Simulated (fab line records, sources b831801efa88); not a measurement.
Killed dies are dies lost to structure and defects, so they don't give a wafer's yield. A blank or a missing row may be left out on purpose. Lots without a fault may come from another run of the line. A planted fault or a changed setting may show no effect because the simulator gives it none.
Which tool did it? | flow sky130 | 6 lots, 18 wafers sampled, at 3 steps of a route of 708

WHAT THE GAUGES READ, wafer by wafer
SKY_VT_ADJUST_NCORE_OVL_MEAS_08.
lot  | measured     | on         | VT_ADJUST_NCORE_OVL (nm)
L369 | day 9 07:52  | overlay-02 | 0.9 -0.4 0.3
L375 | day 11 00:17 | overlay-01 | 0.4 0.4 -0.2
L379 | day 12 07:41 | overlay-02 | -2.2 -0.8 -2.3
L381 | day 12 22:56 | overlay-01 | 193.3 192.5 191.4
L383 | day 13 05:23 | overlay-02 | -1.2 -0.5 -1.2
L388 | day 14 18:13 | overlay-02 | -2.0 0.4 0.2

WHICH TOOL RAN EACH LOT (tool, then ch and the chambers of the sampled wafers, then the start)
lot  | SKY_VT_ADJUST_HVTP_STRIP_10          | SKY_VT_ADJUST_NCORE_EXPOSE_04
L369 | plasma_asher-03 ch 0,1, day 6 18:38  | iline_stepper-02 ch 0, day 8 21:00
L375 | plasma_asher-04 ch 0, day 8 06:11    | iline_stepper-02 ch 0, day 10 13:19
L379 | plasma_asher-03 ch 0,1, day 9 10:53  | iline_stepper-01 ch 0, day 11 19:58
L381 | plasma_asher-04 ch 0,1, day 10 00:35 | iline_stepper-02 ch 0, day 12 11:25
L383 | plasma_asher-04 ch 0,1, day 10 06:44 | iline_stepper-01 ch 0, day 12 17:29
L388 | plasma_asher-03 ch 0,1, day 11 15:10 | iline_stepper-01 ch 0, day 14 04:57
- SKY_VT_ADJUST_HVTP_STRIP_10: strips in O2/N2.
- SKY_VT_ADJUST_NCORE_EXPOSE_04: exposes mask LVTN COMPLEMENT THIN, target cd 380 nm.

THE ANSWER, worked out from the rows above alone
Rule: what is usual is taken from the lots themselves. Put in order of their means at a reading, lots are off if they are a third of the lots or fewer, leave a main group of 4 or more, and stand apart from it by a gap of 3 or more times the standard deviation of the main group's means; of several such gaps the widest counts. A main group whose means are all the same, to the digits that the tables above print for the reading, isn't used. A lot without any number at a reading at which 4 lots or more have one is off too. The other lots that the step has rows for count as sound.
Off: L381, at SKY_VT_ADJUST_NCORE_OVL_MEAS_08 (VT_ADJUST_NCORE_OVL). The main group: mean -0.5 nm, standard deviation 0.76.
A tool fits if, at a process step before that reading, it ran every lot that is off, and no sound lot after the first of them. The gauges at SKY_VT_ADJUST_NCORE_OVL_MEAS_08 are tried like those tools. Can't be told from this: 2 tools fit, iline_stepper-02 at SKY_VT_ADJUST_NCORE_EXPOSE_04, overlay-01 at SKY_VT_ADJUST_NCORE_OVL_MEAS_08.

WHAT THE SIMULATOR HAD PUT IN
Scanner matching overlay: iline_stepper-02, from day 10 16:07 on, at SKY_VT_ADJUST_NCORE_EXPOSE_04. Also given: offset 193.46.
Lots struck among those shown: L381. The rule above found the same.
